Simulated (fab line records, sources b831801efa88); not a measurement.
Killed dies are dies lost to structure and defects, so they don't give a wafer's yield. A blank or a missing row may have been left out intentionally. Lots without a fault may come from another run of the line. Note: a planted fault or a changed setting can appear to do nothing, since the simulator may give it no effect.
Chamber matching + flow gf180mcu + GF_STI_CMP_25 on cmp-01: 4 sister chambers
The step polishes, stops on Si3N4, t overpolish 33 s, target thk 524.6 nm. 8 wafers are shown with their chamber, then 7 later ones without.

## EACH WAFER AND ITS CHAMBER
| wafer  | chamber | motor current A (A) | time to endpoint s (s) |
|--------|---------|---------------------|------------------------|
| L175.4 | 0       | 12.8                | 115                    |
| L175.5 | 1       | 12.1                | 126                    |
| L176.4 | 0       | 13.0                | 118                    |
| L179.3 | 3       | 12.9                | 123                    |
| L179.4 | 1       | 11.9                | 124                    |
| L179.5 | 2       | 14.3                | 119                    |
| L184.1 | 2       | 14.0                | 122                    |
| L184.4 | 3       | 12.5                | 132                    |

## WAFERS WHOSE CHAMBER IS MISSING
| wafer  | motor current A (A) | time to endpoint s (s) |
|--------|---------------------|------------------------|
| L184.6 | 12.3                | 124                    |
| L185.2 | 12.9                | 131                    |
| L185.3 | 13.8                | 121                    |
| L185.5 | 12.8                | 117                    |
| L190.3 | 13.8                | 128                    |
| L190.4 | 12.6                | 131                    |
| L190.5 | 13.3                | 116                    |

## THE CHAMBER EACH PASSED THROUGH
| wafer  | from the rows above     | in truth |
|--------|-------------------------|----------|
| L184.6 | can't be placed: 1 or 3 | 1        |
| L185.2 | 3                       | 3        |
| L185.3 | 2                       | 2        |
| L185.5 | 0                       | 0        |
| L190.3 | 2                       | 2        |
| L190.4 | 3                       | 3        |
| L190.5 | 0                       | 0        |
Correctly placed: 6 of 7. Can't be placed from these rows: 1 (the true chamber is among the candidates in 1). 0 placed wrongly.
How it was worked out, from the rows above alone: a wafer's distance from a chamber is the root of the sum, over the readings, of the square of ((its reading less the chamber's mean) divided by the reading's scatter). The wafer belongs to the nearest chamber; if the next one is less than 2 further off, it can't be placed. The mean given for a chamber averages the wafers shown for that chamber. The scatter: the root of (the sum of the squares of (reading less its chamber's mean) over the shown wafers, divided by (wafers less chambers)).
